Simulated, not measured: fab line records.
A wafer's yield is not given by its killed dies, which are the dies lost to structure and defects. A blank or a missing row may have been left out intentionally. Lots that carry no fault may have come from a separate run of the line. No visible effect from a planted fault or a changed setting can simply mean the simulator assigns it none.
Split-lot experiment :: flow gf180mcu :: on a route of 602 steps: 5 lots, 23 wafers read

== SPLIT DETAILS ==
At GF_V4_SPUTTER_22 (material TiN, target thk 10 nm, time 40 s), the setting power w was moved away from the recipe's 4000 W on 8 of the 23 wafers read, by -4.6% to +4.8%. This setting was run at the recipe's value on the other wafers.

Reading taken at the split's own step.

== THE READING ==
TiN_of_V4_SPUTTER_22.thk nm (the simulator's own value, which no gauge read), in nm, at GF_V4_SPUTTER_22 (material TiN, target thk 10 nm, time 40 s). The file does not state a usual value for it. Across the 15 wafers here that went through the recipe, the average is 9.905 nm and the standard deviation 0.13 nm.

wafer: L077.2
tool, chamber at the split: pvd sputter-03, -
power w as run, W: 3862
against the recipe: -3.4%
TiN_of_V4_SPUTTER_22.thk nm, nm: 9.682
against lot-mates on the recipe: -0.383

wafer: L077.3
tool, chamber at the split: pvd sputter-03, -
power w as run, W: 4000
against the recipe: recipe
TiN_of_V4_SPUTTER_22.thk nm, nm: 10.1
against lot-mates on the recipe: -

wafer: L077.4
tool, chamber at the split: pvd sputter-03, -
power w as run, W: 3862
against the recipe: -3.4%
TiN_of_V4_SPUTTER_22.thk nm, nm: 9.598
against lot-mates on the recipe: -0.467

wafer: L077.5
tool, chamber at the split: pvd sputter-03, -
power w as run, W: 3862
against the recipe: -3.4%
TiN_of_V4_SPUTTER_22.thk nm, nm: 9.669
against lot-mates on the recipe: -0.396

wafer: L077.6
tool, chamber at the split: pvd sputter-03, -
power w as run, W: 4000
against the recipe: recipe
TiN_of_V4_SPUTTER_22.thk nm, nm: 10.03
against lot-mates on the recipe: -

wafer: L076.1
tool, chamber at the split: pvd sputter-02, -
power w as run, W: 4000
against the recipe: recipe
TiN_of_V4_SPUTTER_22.thk nm, nm: 10.08
against lot-mates on the recipe: -

wafer: L076.2
tool, chamber at the split: pvd sputter-02, -
power w as run, W: 3817
against the recipe: -4.6%
TiN_of_V4_SPUTTER_22.thk nm, nm: 9.619
against lot-mates on the recipe: -0.378

wafer: L076.3
tool, chamber at the split: pvd sputter-02, -
power w as run, W: 3817
against the recipe: -4.6%
TiN_of_V4_SPUTTER_22.thk nm, nm: 9.596
against lot-mates on the recipe: -0.401

wafer: L076.5
tool, chamber at the split: pvd sputter-02, -
power w as run, W: 4000
against the recipe: recipe
TiN_of_V4_SPUTTER_22.thk nm, nm: 10
against lot-mates on the recipe: -

wafer: L076.6
tool, chamber at the split: pvd sputter-02, -
power w as run, W: 4000
against the recipe: recipe
TiN_of_V4_SPUTTER_22.thk nm, nm: 9.91
against lot-mates on the recipe: -

wafer: L081.2
tool, chamber at the split: pvd sputter-04, -
power w as run, W: 4000
against the recipe: recipe
TiN_of_V4_SPUTTER_22.thk nm, nm: 9.983
against lot-mates on the recipe: -

wafer: L081.3
tool, chamber at the split: pvd sputter-04, -
power w as run, W: 4000
against the recipe: recipe
TiN_of_V4_SPUTTER_22.thk nm, nm: 9.866
against lot-mates on the recipe: -

wafer: L081.4
tool, chamber at the split: pvd sputter-04, -
power w as run, W: 4000
against the recipe: recipe
TiN_of_V4_SPUTTER_22.thk nm, nm: 10.03
against lot-mates on the recipe: -

wafer: L080.2
tool, chamber at the split: pvd sputter-02, -
power w as run, W: 4000
against the recipe: recipe
TiN_of_V4_SPUTTER_22.thk nm, nm: 9.657
against lot-mates on the recipe: -

wafer: L080.3
tool, chamber at the split: pvd sputter-02, -
power w as run, W: 4000
against the recipe: recipe
TiN_of_V4_SPUTTER_22.thk nm, nm: 9.828
against lot-mates on the recipe: -

wafer: L080.4
tool, chamber at the split: pvd sputter-02, -
power w as run, W: 4000
against the recipe: recipe
TiN_of_V4_SPUTTER_22.thk nm, nm: 9.862
against lot-mates on the recipe: -

wafer: L080.5
tool, chamber at the split: pvd sputter-02, -
power w as run, W: 4000
against the recipe: recipe
TiN_of_V4_SPUTTER_22.thk nm, nm: 9.749
against lot-mates on the recipe: -

wafer: L080.6
tool, chamber at the split: pvd sputter-02, -
power w as run, W: 4000
against the recipe: recipe
TiN_of_V4_SPUTTER_22.thk nm, nm: 9.729
against lot-mates on the recipe: -

wafer: L083.2
tool, chamber at the split: pvd sputter-02, -
power w as run, W: 4000
against the recipe: recipe
TiN_of_V4_SPUTTER_22.thk nm, nm: 9.872
against lot-mates on the recipe: -

wafer: L083.3
tool, chamber at the split: pvd sputter-02, -
power w as run, W: 4193
against the recipe: +4.8%
TiN_of_V4_SPUTTER_22.thk nm, nm: 10.38
against lot-mates on the recipe: +0.504

wafer: L083.4
tool, chamber at the split: pvd sputter-02, -
power w as run, W: 4193
against the recipe: +4.8%
TiN_of_V4_SPUTTER_22.thk nm, nm: 10.31
against lot-mates on the recipe: +0.434

wafer: L083.5
tool, chamber at the split: pvd sputter-02, -
power w as run, W: 4193
against the recipe: +4.8%
TiN_of_V4_SPUTTER_22.thk nm, nm: 10.34
against lot-mates on the recipe: +0.464

wafer: L083.6
tool, chamber at the split: pvd sputter-02, -
power w as run, W: 4000
against the recipe: recipe
TiN_of_V4_SPUTTER_22.thk nm, nm: 9.88
against lot-mates on the recipe: -

FIT RESULTS
A straight line over all 23 wafers: TiN_of_V4_SPUTTER_22.thk nm changes by +0.08 nm for each +1% of power w; r = +0.88; the points scatter about the line by 0.11 nm.
The same after taking each lot's own level away (the mean of its wafers on the recipe; 23 wafers): +0.099 nm for each +1%; r = +0.97; scatter 0.065 nm.
That fit puts the effect of the largest move of power w on the reading at 0.48 nm.
The span of the lots' own levels, 9.7650 to 10.0650 nm, comes to 2.4 times the standard deviation stated above.
So the slope is not independent of the lot-to-lot level: the two fits are not the same.
Check: for one of the wafers moved furthest among these (+4.8%), held out of the fit, the line's prediction against its lot-mates is +0.464 nm. Against them it came out at +0.504 nm.

== OTHER SPLITS ON THESE WAFERS ==
Note: prior to the reading, these wafers also went through further splits. Each is held against what the fit with the lots' levels taken away leaves over:
other split on the same wafers: GF_V3_CVD_00 sih4 flow sccm
wafers away from the commonest value: 10
r with TiN_of_V4_SPUTTER_22.thk nm (lot level and that fit taken away): -0.20

other split on the same wafers: GF_V3_CVD_23 temp c
wafers away from the commonest value: 10
r with TiN_of_V4_SPUTTER_22.thk nm (lot level and that fit taken away): +0.29

other split on the same wafers: GF_V4_CMP_04 leave above ref nm
wafers away from the commonest value: 8
r with TiN_of_V4_SPUTTER_22.thk nm (lot level and that fit taken away): +0.10

other split on the same wafers: GF_V4_PEB_12 peb temp c
wafers away from the commonest value: 9
r with TiN_of_V4_SPUTTER_22.thk nm (lot level and that fit taken away): -0.05

other split on the same wafers: GF_V4_ETCH_17 source w
wafers away from the commonest value: 8
r with TiN_of_V4_SPUTTER_22.thk nm (lot level and that fit taken away): +0.09

== THE FILE'S OWN FIT ==
TiN_of_V4_SPUTTER_22.thk nm changes by +0.0972 nm for each +1% of power w, r = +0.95.
